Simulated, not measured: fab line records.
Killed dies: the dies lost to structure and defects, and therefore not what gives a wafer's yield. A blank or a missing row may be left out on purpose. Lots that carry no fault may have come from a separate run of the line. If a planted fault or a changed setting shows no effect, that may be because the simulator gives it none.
The tool behind it: which one?    flow sky130    Sampling: 14 lots, 42 wafers, 5 of 708 route steps

WHAT THE GAUGES SHOWED, per wafer
SKY_PWDE_TW_MEAS_10.
lot   measured     on             PWDE_TW
L823  day 4 08:16  film_metro-03  372 374 373
L826  day 5 01:14  film_metro-04  374 375 373
L827  day 5 06:22  film_metro-03  30 30 30
L828  day 5 14:29  film_metro-04  30 30 30
L832  day 6 13:46  film_metro-01  383 381 382
L834  day 6 21:50  film_metro-03  371 370 369
L835  day 7 07:31  film_metro-04  376 375 376
L836  day 7 13:28  film_metro-03  373 373 371
L837  day 7 14:13  film_metro-01  379 382 381
L838  day 8 09:04  film_metro-01  379 378 376
L839  day 8 09:46  film_metro-01  380 380 378
L840  day 8 10:02  film_metro-04  377 376 376
L841  day 9 08:35  film_metro-03  374 374 372
L843  day 9 18:59  film_metro-01  381 382 380

SKY_SD_N_CD_MEAS_07: the cd target is 380 nm.
lot   measured      on         cd_nm (nm)
L823  day 28 14:41  cd_sem-01  379.8 381.4 381.6
L826  day 29 16:37  cd_sem-01  379.0 376.3 378.2
L827  day 29 21:51  cd_sem-02  384.2 382.4 382.3
L828  day 30 13:51  cd_sem-01  381.4 380.7 380.5
L832  day 31 23:40  cd_sem-02  380.5 379.2 384.1
L834  day 32 09:51  cd_sem-01  379.3 380.2 380.5
L835  day 32 17:55  cd_sem-01  379.9 379.9 382.0
L836  day 33 07:46  cd_sem-02  378.4 379.3 377.9
L837  day 33 10:29  cd_sem-01  377.4 378.5 379.5
L838  day 34 01:25  cd_sem-02  380.4 379.0 381.2
L839  day 34 01:28  cd_sem-01  384.6 381.7 381.0
L840  day 34 04:17  cd_sem-01  380.2 384.1 379.3
L841  day 35 09:24  cd_sem-01  376.0 375.9 377.1
L843  day 36 01:22  cd_sem-02  378.8 377.5 376.2

EACH LOT AND THE TOOL THAT RAN IT (in order: tool; ch and the chambers of the sampled wafers; start)
lot   SKY_DNWELL_STRIP_08                  SKY_PWDE_STRIP_09                    SKY_NWELL_RTA_28
L823  plasma_asher-01 ch 0,1, day 3 15:40  plasma_asher-02 ch 0,1, day 4 08:10  rtp_anneal-02 ch 0, day 5 21:00
L826  plasma_asher-03 ch 0,1, day 4 07:52  plasma_asher-04 ch 0,1, day 5 01:08  rtp_anneal-01 ch 0, day 6 14:32
L827  plasma_asher-04 ch 0,1, day 4 13:26  plasma_asher-02 ch 0,1, day 5 06:17  rtp_anneal-02 ch 0, day 6 19:18
L828  plasma_asher-03 ch 0, day 4 20:54    plasma_asher-03 ch 0, day 5 14:22    rtp_anneal-01 ch 0, day 7 03:53
L832  plasma_asher-03 ch 0,1, day 5 19:08  plasma_asher-03 ch 1, day 6 13:40    rtp_anneal-02 ch 0, day 8 04:37
L834  plasma_asher-01 ch 0,1, day 6 02:45  plasma_asher-03 ch 0,1, day 6 21:44  rtp_anneal-01 ch 0, day 8 12:05
L835  plasma_asher-03 ch 0,1, day 6 12:50  plasma_asher-03 ch 0,1, day 7 07:25  rtp_anneal-02 ch 0, day 8 22:57
L836  plasma_asher-04 ch 0,1, day 6 18:40  plasma_asher-02 ch 0,1, day 7 13:22  rtp_anneal-02 ch 0, day 9 07:42
L837  plasma_asher-03 ch 0,1, day 6 18:59  plasma_asher-02 ch 0,1, day 7 14:07  rtp_anneal-01 ch 0, day 9 08:05
L838  plasma_asher-03 ch 0,1, day 7 13:23  plasma_asher-02 ch 0,1, day 8 08:58  rtp_anneal-01 ch 0, day 10 04:24
L839  plasma_asher-01 ch 0,1, day 7 13:42  plasma_asher-02 ch 0,1, day 8 09:40  rtp_anneal-01 ch 0, day 10 04:43
L840  plasma_asher-04 ch 0,1, day 7 13:55  plasma_asher-02 ch 0,1, day 8 09:56  rtp_anneal-01 ch 0, day 10 05:43
L841  plasma_asher-03 ch 0, day 8 11:15    plasma_asher-02 ch 0,1, day 9 08:28  rtp_anneal-01 ch 0, day 11 05:29
L843  plasma_asher-03 ch 0,1, day 8 21:10  plasma_asher-02 ch 0,1, day 9 18:53  rtp_anneal-01 ch 0, day 11 17:07
- SKY_DNWELL_STRIP_08: strips in O2/N2.
- SKY_PWDE_STRIP_09: strips in O2/N2.
- SKY_NWELL_RTA_28: time 30 s.

AS READ BY THE TOOLS THEMSELVES (means over the sampled wafers that have a number; for cases with no such wafer, the mark the record gives instead)
SKY_DNWELL_STRIP_08.
lot   tool             chamber_pressure_mTorr (mTorr)  drypump_motor_current_A (A)  oes_product_au (a.u.)  strip_time_to_endpoint_s (s)
L823  plasma_asher-01  1501.0                          5.58                         0.724                  36.99
L826  plasma_asher-03  1500.7                          5.84                         0.725                  37.00
L827  plasma_asher-04  -                               -                            -                      -
L828  plasma_asher-03  -                               -                            -                      -
L832  plasma_asher-03  1501.0                          5.95                         0.718                  36.95
L834  plasma_asher-01  1502.2                          5.60                         0.723                  36.95
L835  plasma_asher-03  1500.2                          5.82                         0.723                  36.86
L836  plasma_asher-04  1501.3                          5.82                         0.722                  36.91
L837  plasma_asher-03  1498.1                          5.94                         0.724                  37.03
L838  plasma_asher-03  1500.9                          5.82                         0.725                  36.85
L839  plasma_asher-01  1498.6                          5.45                         0.725                  36.90
L840  plasma_asher-04  1501.5                          5.63                         0.720                  36.90
L841  plasma_asher-03  1499.5                          6.08                         0.723                  36.88
L843  plasma_asher-03  1500.3                          5.93                         0.724                  36.84

SKY_PWDE_STRIP_09.
lot   tool             chamber_pressure_mTorr (mTorr)  drypump_motor_current_A (A)  oes_product_au (a.u.)  strip_time_to_endpoint_s (s)
L823  plasma_asher-02  1500.2                          5.66                         0.726                  36.87
L826  plasma_asher-04  1501.4                          5.68                         0.720                  36.78
L827  plasma_asher-02  1499.0                          5.70                         0.745                  81.04
L828  plasma_asher-03  1500.0                          6.07                         0.738                  81.19
L832  plasma_asher-03  1500.8                          5.72                         0.722                  37.00
L834  plasma_asher-03  1499.9                          5.93                         0.720                  36.92
L835  plasma_asher-03  1499.8                          5.95                         0.721                  37.00
L836  plasma_asher-02  1500.6                          5.89                         0.723                  37.02
L837  plasma_asher-02  1500.6                          5.91                         0.722                  36.94
L838  plasma_asher-02  1500.3                          5.69                         0.720                  36.91
L839  plasma_asher-02  1499.6                          5.69                         0.724                  36.77
L840  plasma_asher-02  1501.5                          5.91                         0.720                  36.87
L841  plasma_asher-02  1501.6                          5.89                         0.720                  36.93
L843  plasma_asher-02  1500.7                          5.90                         0.723                  36.99

SKY_NWELL_RTA_28.
lot   tool           lamp_power_pct (%)  ramp_down_c_per_s  wafer_temp_C_max
L823  rtp_anneal-02  25.31               89.989             1055.7
L826  rtp_anneal-01  25.34               89.990             1055.9
L827  rtp_anneal-02  25.25               90.023             1054.9
L828  rtp_anneal-01  25.30               89.989             1054.9
L832  rtp_anneal-02  25.33               90.009             1055.0
L834  rtp_anneal-01  25.40               90.004             1055.0
L835  rtp_anneal-02  25.28               89.999             1055.8
L836  rtp_anneal-02  25.35               89.982             1054.8
L837  rtp_anneal-01  25.30               89.997             1055.0
L838  rtp_anneal-01  25.25               90.002             1054.7
L839  rtp_anneal-01  25.28               89.983             1054.8
L840  rtp_anneal-01  25.27               90.008             1054.3
L841  rtp_anneal-01  25.33               90.001             1054.3
L843  rtp_anneal-01  25.38               90.006             1054.6

THE ANSWER, worked out from the rows above alone
Rule: usual is defined by the lots themselves. The widest of any qualifying gaps counts: lots, ordered by their means at a reading, are off when they make up no more than a third of the lots, leave a main group of 4 or more, and stand apart from it by 3 or more times the standard deviation of that group's means. The tables above print the reading to a certain number of digits; a main group whose means all agree to those digits is not used. Also off: a lot with no number at a reading for which 4 or more lots have one. Any other lot the step has rows for is counted as sound. After the gauges, taken in route order, come the tools' own readings; for these a lot's mean is taken, as printed above. The first step at which some lot is off is used, and at that step the reading that is off furthest; a lot without a number counts as furthest.
Off: L827, L828, seen at SKY_PWDE_TW_MEAS_10 (PWDE_TW). The main group: mean 376, standard deviation 3.7.
If a tool, at a process step before that reading, ran all the lots that are off and no sound lot after the first of them, it fits. Not tried: the gauges at SKY_PWDE_TW_MEAS_10; whatever is off there is also off at SKY_DNWELL_STRIP_08, on other tools, and gauge error can't account for it. Not one of the candidates tried fits.

WHAT THE SIMULATOR PUT IN
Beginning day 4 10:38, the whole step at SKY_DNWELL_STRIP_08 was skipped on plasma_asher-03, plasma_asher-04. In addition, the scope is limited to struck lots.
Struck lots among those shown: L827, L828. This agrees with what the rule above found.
